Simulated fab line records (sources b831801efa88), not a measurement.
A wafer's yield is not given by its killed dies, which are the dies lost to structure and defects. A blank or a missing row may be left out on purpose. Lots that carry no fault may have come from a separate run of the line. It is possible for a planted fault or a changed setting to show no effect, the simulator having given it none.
fab line records ; flow gf180mcu ; part 2 of 2: steps 31 to 41 of 41
record lots=5; wafers=15; last-day=33
route steps=602 shown V2@388 M3@409
lots untouched by any fault: they come from a run of this same line in which no faults occurred
start-h: start of the lot's first displayed wafer, in hours after the record's first day ; wait-h: how many hours have passed since the lot's step before this one ; " repeats the value in the row above ; L1.1+2: a single row standing in for several wafers ; - either no value or no given start ; * or withheld: withheld ; < > ~ a bound
route shown NAME@n: names a module that has steps shown in the file, with the first one's number in the route ; usual: mean/standard deviation of fault-free wafers ; same: alike in all rows ; chamber/n: place in a boat ; sites: the reading at each site ; _std_site: standard deviation across them ; _edge_site: inner sites' mean taken away from outer sites' mean ; radius-mm: how far each site lies from the wafer's centre ; mask NAME#n: copy n ; behind: the most recent tool/chamber to have shaped the wafer ; hold: the reason the lot was held/the length of the hold in hours/how it ended ; device: which transistor (n, p or np) failed to switch ; end of line: tests run on the same wafers once the route is complete ; step lacking rows: just its recipe ; killed: dies that structure and defects cost at the first sort, which is not the same as the wafer's yield ; map: the dies of a wafer, with x for killed, . for not killed, _ for no die there
set.NAME: setting as actually run; set.NAME@STEP: the setting as run at that earlier step ; model.NAME: the simulator's own value behind a step, which no gauge read
certain route steps with their lots: each step a table, each wafer a row
services: when a tool's chamber went out of use (start-h, in hours from the record's first day, below 0 if earlier), for how many hours, and the reason
## steps
# step GF_M3_COAT_09
# recipe resist=KrF; spin-rpm=withheld; resist-thk-nm=1000
lot.wafer;tool;chamber;start-h;wait-h
L075.3+5+6;litho-track-03;0;481.17;0.1
L076.2+3+4;litho-track-02;0;487.89;0.1
L079.1+3+4;litho-track-04;0;516.70;0.1
L083.1+3+4;litho-track-03;0;555.01;0.1
L090.4+5+6;litho-track-02;0;613.34;0.1
# step GF_M3_SOFTBAKE_10
# recipe temp-c=130; time-s=60; resist=KrF
lot.wafer;tool;chamber;start-h;wait-h
L075.3+5+6;litho-track-03;0;481.32;0.1
L076.2+3+4;litho-track-02;0;488.04;0.1
L079.1+3+4;litho-track-04;0;516.85;0.1
L083.1+3+4;litho-track-03;0;555.16;0.1
L090.4+5+6;litho-track-02;0;613.49;0.1
# step GF_M3_EXPOSE_11
# recipe mask-id=Metal3; target-cd-nm=280; na=0.68; source-shape=conventional; sigma-outer=0.6; dose-mj=28
lot.wafer;tool;chamber;start-h;wait-h;mask
L075.3+5+6;krf-scanner-02;0;-;-;Metal3#0
L076.2+3+4;krf-scanner-01;0;-;-;Metal3#0
L079.1+3+4;krf-scanner-02;0;-;-;Metal3#0
L083.1+3+4;krf-scanner-02;0;-;-;Metal3#0
L090.4+5+6;krf-scanner-02;0;-;-;Metal3#0
# step GF_M3_PEB_12
# recipe peb-temp-c=135; peb-time-s=90; resist=KrF
lot.wafer;tool;chamber;start-h;wait-h
L075.3+5+6;litho-track-04;0;-;-
L076.2+3+4;litho-track-04;0;-;-
L079.1+3+4;litho-track-02;0;-;-
L083.1+3+4;litho-track-04;0;-;-
L090.4+5+6;litho-track-04;0;-;-
# step GF_M3_DEVELOP_13
# recipe develop-time-s=60; dev-temp-c=21
lot.wafer;tool;chamber;start-h;wait-h
L075.3+5+6;litho-track-04;0;492.30;0.1
L076.2+3+4;litho-track-04;0;499.22;0.2
L079.1+3+4;litho-track-02;0;528.51;0.2
L083.1+3+4;litho-track-04;0;565.70;0.2
L090.4+5+6;litho-track-04;0;623.92;0.1
# step GF_M3_CD_MEAS_14
# recipe target-cd-nm=280
# usual cd-nm=279.9/1.4
lot.wafer;tool;chamber;start-h;wait-h;cd-nm
L075.3;cd-sem-01;-;492.44;0.1;278.9
L075.5;cd-sem-01;-;492.44;0.1;279.2
L075.6;cd-sem-01;-;492.44;0.1;280.5
L076.2;cd-sem-02;-;499.37;0.1;279.3
L076.3;cd-sem-02;-;499.37;0.1;279.3
L076.4;cd-sem-02;-;499.37;0.1;280.3
L079.1;cd-sem-01;-;528.66;0.1;279.4
L079.3;cd-sem-01;-;528.66;0.1;277.4
L079.4;cd-sem-01;-;528.66;0.1;279.5
L083.1;cd-sem-01;-;565.85;0.1;281.5
L083.3;cd-sem-01;-;565.85;0.1;281.0
L083.4;cd-sem-01;-;565.85;0.1;281.8
L090.4;cd-sem-01;-;624.06;0.1;278.5
L090.5;cd-sem-01;-;624.06;0.1;279.1
L090.6;cd-sem-01;-;624.06;0.1;279.2
# step GF_M3_OVL_MEAS_15
# usual M3_OVL=-2/5.9
lot.wafer;tool;chamber;start-h;wait-h;M3_OVL[nm]
L075.3;overlay-01;-;492.53;0.1;-6
L075.5;overlay-01;-;492.53;0.1;-8
L075.6;overlay-01;-;492.53;0.1;-2
L076.2;overlay-02;-;499.47;0.1;-3
L076.3;overlay-02;-;499.47;0.1;2
L076.4;overlay-02;-;499.47;0.1;4
L079.1;overlay-01;-;528.78;0.1;0
L079.3;overlay-01;-;528.78;0.1;-2
L079.4;overlay-01;-;528.78;0.1;0
L083.1;overlay-02;-;565.97;0.1;-5
L083.3;overlay-02;-;565.97;0.1;-6
L083.4;overlay-02;-;565.97;0.1;0
L090.4;overlay-02;-;624.13;0.1;0
L090.5;overlay-02;-;624.13;0.1;7
L090.6;overlay-02;-;624.13;0.1;-1
# step GF_M3_METAL_ETCH_16
# recipe chemistry=Cl2/BCl3; mask-material=KrF; target-depth-nm=750.8; stop-on=SiO2; pressure-mtorr=8; icp-w=800; bias-w=140; Cl2_flow_sccm=80; bcl3-flow-sccm=40; time-s=125.1
# usual bias-w=140.1/0.41; drypump-motor-current-A=5.8/0.41; oes-product-au=0.991/0.0053; throttle-valve-pct=28.230/0.01
lot.wafer;tool;chamber;start-h;wait-h;bias-w;drypump-motor-current-A;oes-product-au;rf-hours-counter-h;throttle-valve-pct
L075.3;rie-metal-03;1;492.60;0.1;139.7;6.2;1.000;-;28.231
L075.5;rie-metal-03;1;492.60;0.1;140.1;6.2;0.989;-;28.243
L075.6;rie-metal-03;0;492.60;0.1;140.1;6.1;0.988;-;28.233
L076.2;rie-metal-01;1;499.50;0.0;139.5;5.5;0.983;8;28.252
L076.3;rie-metal-01;0;499.50;0.0;139.4;6.3;1.003;-;28.203
L076.4;rie-metal-01;1;499.50;0.0;139.8;5.5;0.992;-;28.237
L079.1;rie-metal-03;0;528.82;0.0;140.5;6.1;0.991;5;28.220
L079.3;rie-metal-03;0;528.82;0.0;140.1;6.0;0.991;-;28.230
L079.4;rie-metal-03;1;528.82;0.0;139.8;6.2;0.984;-;28.241
L083.1;rie-metal-01;0;566.00;0.0;140.3;6.3;0.990;14;28.244
L083.3;rie-metal-01;0;566.00;0.0;140.6;6.3;0.998;-;28.227
L083.4;rie-metal-01;0;566.00;0.0;140.8;6.3;0.990;-;28.222
L090.4;rie-metal-04;0;624.20;0.1;139.9;5.6;0.996;-;28.205
L090.5;rie-metal-04;1;624.20;0.1;140.2;5.0;0.994;-;28.222
L090.6;rie-metal-04;0;624.20;0.1;139.9;5.6;0.995;-;28.214
# step GF_M3_STRIP_17
# recipe chemistry=O2/N2; power-w=1400; pressure-mtorr=1500; platen-temp-c=250; o2-flow-sccm=3000; n2-flow-sccm=300; overash-fraction=0.5
# usual drypump-motor-current-A=6.1/0.3; heater-power-w=299/21; oes-product-au=0.536/0.005; strip-time-to-endpoint-s=7.37/0.044
lot.wafer;tool;chamber;start-h;wait-h;drypump-motor-current-A;heater-power-w;oes-product-au;rf-hours-counter-h;strip-time-to-endpoint-s
L075.3;plasma-asher-02;0;492.72;0.1;6.3;301;0.535;-;7.32
L075.5;plasma-asher-02;1;492.72;0.1;5.5;322;0.532;-;7.37
L075.6;plasma-asher-02;0;492.72;0.1;6.3;318;0.534;-;7.35
L076.2;plasma-asher-02;0;499.63;0.1;6.2;305;0.540;7;7.47
L076.3;plasma-asher-02;1;499.63;0.1;5.5;314;0.531;-;7.38
L076.4;plasma-asher-02;0;499.63;0.1;6.2;310;0.540;-;7.45
L079.1;plasma-asher-02;0;528.99;0.1;6.2;312;0.532;10;7.35
L079.3;plasma-asher-02;1;528.99;0.1;5.5;311;0.538;-;7.35
L079.4;plasma-asher-02;0;528.99;0.1;6.3;306;0.538;-;7.30
L083.1;plasma-asher-04;0;566.26;0.2;6.0;293;0.541;49;7.37
L083.3;plasma-asher-04;1;566.26;0.2;6.2;262;0.538;-;7.31
L083.4;plasma-asher-04;0;566.26;0.2;6.0;291;0.537;-;7.34
L090.4;plasma-asher-02;1;624.31;0.1;5.5;317;0.532;-;7.32
L090.5;plasma-asher-02;1;624.31;0.1;5.5;321;0.539;-;7.37
L090.6;plasma-asher-02;0;624.31;0.1;6.3;302;0.532;-;7.33
# step GF_M3_STRIP_18
# recipe chemistry=post-etch-residue-remover; time-s=1200; temp-c=72.5
# usual bath-guard-temp-C=72.5/0.64
lot.wafer;tool;chamber;start-h;wait-h;bath-guard-temp-C
L075.3;wet-bench-02;0;492.78;0.0;72.3
L075.5;wet-bench-02;0;492.78;0.0;72.4
L075.6;wet-bench-02;0;492.78;0.0;71.8
L076.2;wet-bench-01;3;499.73;0.1;72.3
L076.3;wet-bench-01;3;499.73;0.1;72.0
L076.4;wet-bench-01;3;499.73;0.1;72.2
L079.1;wet-bench-02;3;529.09;0.1;73.3
L079.3;wet-bench-02;3;529.09;0.1;73.1
L079.4;wet-bench-02;3;529.09;0.1;73.3
L083.1;wet-bench-02;0;566.36;0.1;72.4
L083.3;wet-bench-02;0;566.36;0.1;72.3
L083.4;wet-bench-02;0;566.36;0.1;72.0
L090.4;wet-bench-03;2;624.38;0.0;72.4
L090.5;wet-bench-03;2;624.38;0.0;71.9
L090.6;wet-bench-03;2;624.38;0.0;72.2
# step GF_M3_CLEAN_19
# recipe chemistry=DIW; dry=n2-spin
lot.wafer;tool;chamber;start-h;wait-h
L075.3+5+6;wet-bench-01;2;493.12;0.0
L076.2+3+4;wet-bench-03;3;500.11;0.0
L079.1+3+4;wet-bench-02;1;529.43;0.0
L083.1+3+4;wet-bench-03;0;566.73;0.0
L090.4+5+6;wet-bench-01;1;624.72;0.0
## services
tool;chamber;start-h;hours;kind
krf-scanner-02;-;431.33;4.4;pm
rie-diel-03;3;436.27;6.2;repair
pvd-sputter-04;-;438.10;4.2;repair
krf-scanner-02;-;438.39;0.6;repair
krf-scanner-02;-;449.15;1.3;pm
pvd-sputter-01;-;454.93;3.0;repair
krf-scanner-01;-;467.06;0.4;repair
plasma-asher-02;-;475.20;4.3;pm
pvd-sputter-04;-;476.21;8.3;repair
krf-scanner-01;-;485.72;0.8;pm
rie-diel-04;0;491.29;3.8;repair
rie-diel-03;1;500.66;1.9;repair
rie-diel-04;-;502.83;2.3;repair
krf-scanner-01;-;503.36;1.0;repair
krf-scanner-01;-;509.24;12.1;repair
pvd-sputter-02;-;533.09;8.8;repair
pvd-sputter-04;-;544.00;1.8;repair
krf-scanner-01;-;566.36;1.0;pm
pvd-sputter-01;-;569.99;1.6;repair
pvd-sputter-02;-;595.02;3.5;repair
krf-scanner-01;-;597.18;1.3;pm
pvd-sputter-02;-;597.28;2.7;repair
pvd-sputter-04;-;597.29;5.3;repair
pvd-sputter-04;-;605.57;1.6;repair
